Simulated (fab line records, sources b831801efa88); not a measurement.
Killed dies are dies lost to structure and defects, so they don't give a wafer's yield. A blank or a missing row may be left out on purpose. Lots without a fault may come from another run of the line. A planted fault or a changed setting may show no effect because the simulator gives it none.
Problem report in the 8D (eight disciplines) form, filled by code | flow gf180mcu | the parts of the form that need people (team, actions taken, sign-off) are left out

1. THE PROBLEM
HV_LDD_3_TW at GF_HV_LDD_TW_MEAS_38 reads a mean of 1288 on 6 wafers of 2 lots; wafers without a fault read 1442 with a standard deviation of 21. That is -7.3 standard deviations from the usual mean.
First seen on wafer L837.1, day 16 09:20, on film_metro-02. The record holds 42 wafers of 14 lots with a number at this step. Rule for "out", or "out of limits": more than 4 standard deviations from the usual mean. The other wafers with a number count as sound.

2. WHAT IT IS AND WHAT IT IS NOT
question                    | is                     | is not
which readings at this step | HV_LDD_3_TW            | -
which lots                  | L837, L838             | L823, L824, L825, L827, L828, L829, L830, L831, L832, L844, L845, L846
which wafers of those lots  | all that have a number | -
read on which gauges        | film_metro-02          | film_metro-01, film_metro-03
when                        | from day 16 09:20      | up to then (27 sound wafers); but 9 sound wafers of L844, L845, L846 came after

3. SUSPECTS, AND WHAT RULES EACH OUT
Counting: a tool at a process step up to the reading stays a suspect if it ran every lot that is out and no sound lot after the first of them.
- the gauge at GF_HV_LDD_TW_MEAS_38: ruled out. All the wafers that are out were read on film_metro-02, but those of them that GF_HV_LDD_RS_MEAS_53 has rows for are out there too, on other tools.
- implanter-03 at GF_HV_LDD_IMPLANT_34: kept. It ran every lot that is out, first L837 (day 16 08:47), and no sound lot after that; its last sound lot up to then is L831 (day 14 05:11).
Left after counting: implanter-03 at GF_HV_LDD_IMPLANT_34.

4. THE CAUSE (what the simulator had put in)
Skipped step whole: implanter-03, from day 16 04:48 on, at GF_HV_LDD_IMPLANT_34. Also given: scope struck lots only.
Counting left only this tool.

5. THE CHAIN OF EFFECTS, in route order
Each row: a reading whose mean over the struck wafers that have a number lies more than 3 standard deviations from the usual. Only readings for which the record gives a usual standard deviation are gone through. hours: the time from each lot's start at the first step in this table that gives one to its start at this step, as a median over the lots. sigmas: the change in usual standard deviations.
hours | step                 | reading     | usual        | on struck wafers | change | sigmas
0     | GF_HV_LDD_TW_MEAS_38 | HV_LDD_3_TW | 1442         | 1288             | -154   | -7.3
23    | GF_HV_LDD_RS_MEAS_53 | HV_LDD_RS   | 418.3 ohm/sq | 439.0            | +20.7  | +24
Readings that are blank on the struck wafers while sound wafers have them: beam_energy_keV at GF_HV_LDD_IMPLANT_34; beam_on_s at GF_HV_LDD_IMPLANT_34; dose_ions_cm2 at GF_HV_LDD_IMPLANT_34; faraday_current_uA at GF_HV_LDD_IMPLANT_34; rotation_deg at GF_HV_LDD_IMPLANT_34.

6. WHAT WOULD HAVE CAUGHT IT SOONER
In this record the first reading out of limits at a measuring or inspecting step was taken at day 16 09:20, 5 hours after the fault began at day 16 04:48.
At GF_HV_LDD_IMPLANT_34 the tool's readings are blank on the struck wafers, where sound wafers have them: an empty tool record is the first sign, and it was there at once.
Of the lots that are out (2), L838 began GF_HV_LDD_IMPLANT_34 on implanter-03 after day 16 09:20. A hold on the tool at that time would have spared it.
